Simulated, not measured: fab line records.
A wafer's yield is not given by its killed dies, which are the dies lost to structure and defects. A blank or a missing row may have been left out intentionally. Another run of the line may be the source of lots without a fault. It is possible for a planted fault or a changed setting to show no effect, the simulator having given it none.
2 desks looking at one fault || flow sky130 || numbers are kept per desk, each desk with only its own; the story behind them comes last

## DESK OF THE TOOL OWNER: plasma-asher-01
The tool's own readings at SKY_POLY_CUT_STRIP_12 (strips in O2/N2): means of the sampled wafers that have a number, for each lot that ran on this tool. Marked OUT: a lot whose mean sits more than 4 standard deviations from the usual mean, which makes it out of limits; the brackets give that distance.
Columns: A = drypump-motor-current-A at SKY_POLY_CUT_STRIP_12, usual 5.4 A; B = oes-product-au at SKY_POLY_CUT_STRIP_12, usual 0.453 a.u.; C = strip-time-to-endpoint-s at SKY_POLY_CUT_STRIP_12, usual 5.366 s
{"lot": "L680", "first seen here": "day 24 09:53", "A": 5.9, "B": 0.452, "C": 5.352}
{"lot": "L687", "first seen here": "day 26 23:32", "A": 5.9, "B": 0.456, "C": 5.353}
{"lot": "L688", "first seen here": "day 27 09:09", "A": 5.6, "B": 0.452, "C": 5.354}
{"lot": "L692", "first seen here": "day 28 19:35", "A": 5.4, "B": 0.455, "C": 5.372}
{"lot": "L695", "first seen here": "day 30 06:02", "A": 5.6, "B": 0.450, "C": 5.374}
{"lot": "L696", "first seen here": "day 31 02:13", "A": 5.6, "B": 0.454, "C": 5.384}
This desk's verdict: no lot among the 6 shows anything out of limits.

## THE METROLOGY DESK
What the gauges read for every lot (on any tool): the sampled wafers with a number, averaged. Marked OUT: a lot whose mean sits more than 4 standard deviations from the usual mean, which makes it out of limits; the brackets give that distance.
Columns: A = VIA3_BOW at SKY_VIA3_BOW_MEAS_03, usual 78 um; B = VIA3_OVL at SKY_VIA3_OVL_MEAS_13, usual -2 nm
{"lot": "L680", "first seen here": "day 38 23:14", "A": 75, "B": -4}
{"lot": "L681", "first seen here": "day 39 16:30", "A": 77, "B": -11}
{"lot": "L683", "first seen here": "day 40 00:45", "A": 78, "B": -8}
{"lot": "L684", "first seen here": "day 40 05:13", "A": 79, "B": -3}
{"lot": "L685", "first seen here": "day 40 14:57", "A": 82, "B": 1}
{"lot": "L687", "first seen here": "day 40 23:14", "A": 68, "B": -2}
{"lot": "L688", "first seen here": "day 41 08:44", "A": 77, "B": 3}
{"lot": "L692", "first seen here": "day 42 13:44", "A": 89, "B": 1}
{"lot": "L695", "first seen here": "day 43 19:14", "A": 87, "B": -1}
{"lot": "L696", "first seen here": "day 44 11:03", "A": 86, "B": -2}
{"lot": "L697", "first seen here": "day 44 11:47", "A": 61, "B": -3}
{"lot": "L700", "first seen here": "day 44 19:14", "A": 82, "B": -10}
{"lot": "L702", "first seen here": "day 45 09:52", "A": 81, "B": 4}
This desk's verdict: no lot among the 13 shows anything out of limits.

## ALL TOGETHER
Nothing out of limits was seen by the tool owner's desk.
Metrology desk: nothing out of limits seen.

## WHAT HAD BEEN PUT IN BY THE SIMULATOR
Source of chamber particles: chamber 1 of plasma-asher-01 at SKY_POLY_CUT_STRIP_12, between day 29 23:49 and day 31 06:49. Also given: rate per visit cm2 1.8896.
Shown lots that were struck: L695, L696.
